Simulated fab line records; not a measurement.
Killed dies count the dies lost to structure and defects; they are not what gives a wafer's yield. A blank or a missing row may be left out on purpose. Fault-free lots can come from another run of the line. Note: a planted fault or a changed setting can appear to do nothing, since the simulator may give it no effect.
A single fault, viewed from 2 desks | flow sky130 | every desk sees just its own numbers, and what lay behind them comes last

AT THE METROLOGY DESK
Lot by lot, what the gauges showed, no matter which tool ran the lot: averages of those sampled wafers that carry a number. Any lot whose mean is over 4 standard deviations away from the usual mean is out of limits and marked OUT; that distance is given in the brackets.
Columns: A = SONOS_ONO_OXIDATION_THK at SKY_SONOS_ONO_THK_MEAS_01, usual 2.61 nm; B = POLY_GATE_TW at SKY_RES_PROTECT_TW_MEAS_08, usual 4073
lot  | first seen here | A               | B
L597 | day 12 06:58    | 2.62            | 4060
L598 | day 12 15:47    | 2.56            | 4043
L600 | day 13 03:28    | 2.61            | 4064
L604 | day 14 10:59    | 2.19 (-7.9) OUT | 4071
L605 | day 14 16:53    | 2.12 (-9.3) OUT | 4098
L606 | day 15 04:33    | 2.62            | 4097
L611 | day 17 01:15    | 2.66            | 4088
L612 | day 17 04:07    | 2.66            | 4096
L615 | day 18 06:21    | 2.60            | 4062
L616 | day 18 15:38    | 2.54            | 4058
L617 | day 18 22:04    | 2.58            | 4104
L618 | day 19 05:20    | 2.61            | 4056
This desk reports L604, L605 out of limits; the earliest was L604 at day 14 10:59 (SONOS_ONO_OXIDATION_THK at SKY_SONOS_ONO_THK_MEAS_01). Within limits: L597, L598, L600, L606, L611, L612, L615, L616, L617, L618.

FOR THE TOOL OWNER'S DESK: furnace-02
The tool's own readings at SKY_SONOS_ONO_OXIDATION_00 (stabilise 600 s, purge 300 s, target thk 2.6 nm): means of the sampled wafers that have a number, for each lot that ran on this tool. Any lot whose mean is over 4 standard deviations away from the usual mean is out of limits and marked OUT; that distance is given in the brackets.
Columns: A = spike-tc-bottom-C at SKY_SONOS_ONO_OXIDATION_00, usual 820 C
lot  | first seen here | A
L598 | day 12 14:25    | 823
L600 | day 13 02:07    | 821
L604 | day 14 09:38    | 822
L605 | day 14 15:30    | 822
L615 | day 18 05:01    | 821
L616 | day 18 14:17    | 823
L617 | day 18 20:43    | 822
L618 | day 19 03:58    | 823
This desk's finding: nothing out of limits on any of the 8 lots.

BROUGHT TOGETHER
Metrology desk: alarm possible at day 14 10:59 on L604, L605.
Nothing out of limits was seen by the tool owner's desk.
Tool owner's desk: L604, L605 on record, inside its limits.
The lots listed all ran SKY_SONOS_ONO_OXIDATION_00 on furnace-02.

WHAT HAD BEEN PUT IN BY THE SIMULATOR
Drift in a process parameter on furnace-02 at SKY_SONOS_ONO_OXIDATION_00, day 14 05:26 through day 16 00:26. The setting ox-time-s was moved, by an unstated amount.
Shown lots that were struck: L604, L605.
Time in hours between the start of the fault and the first out-of-limits reading at each desk: metrology desk, 6.
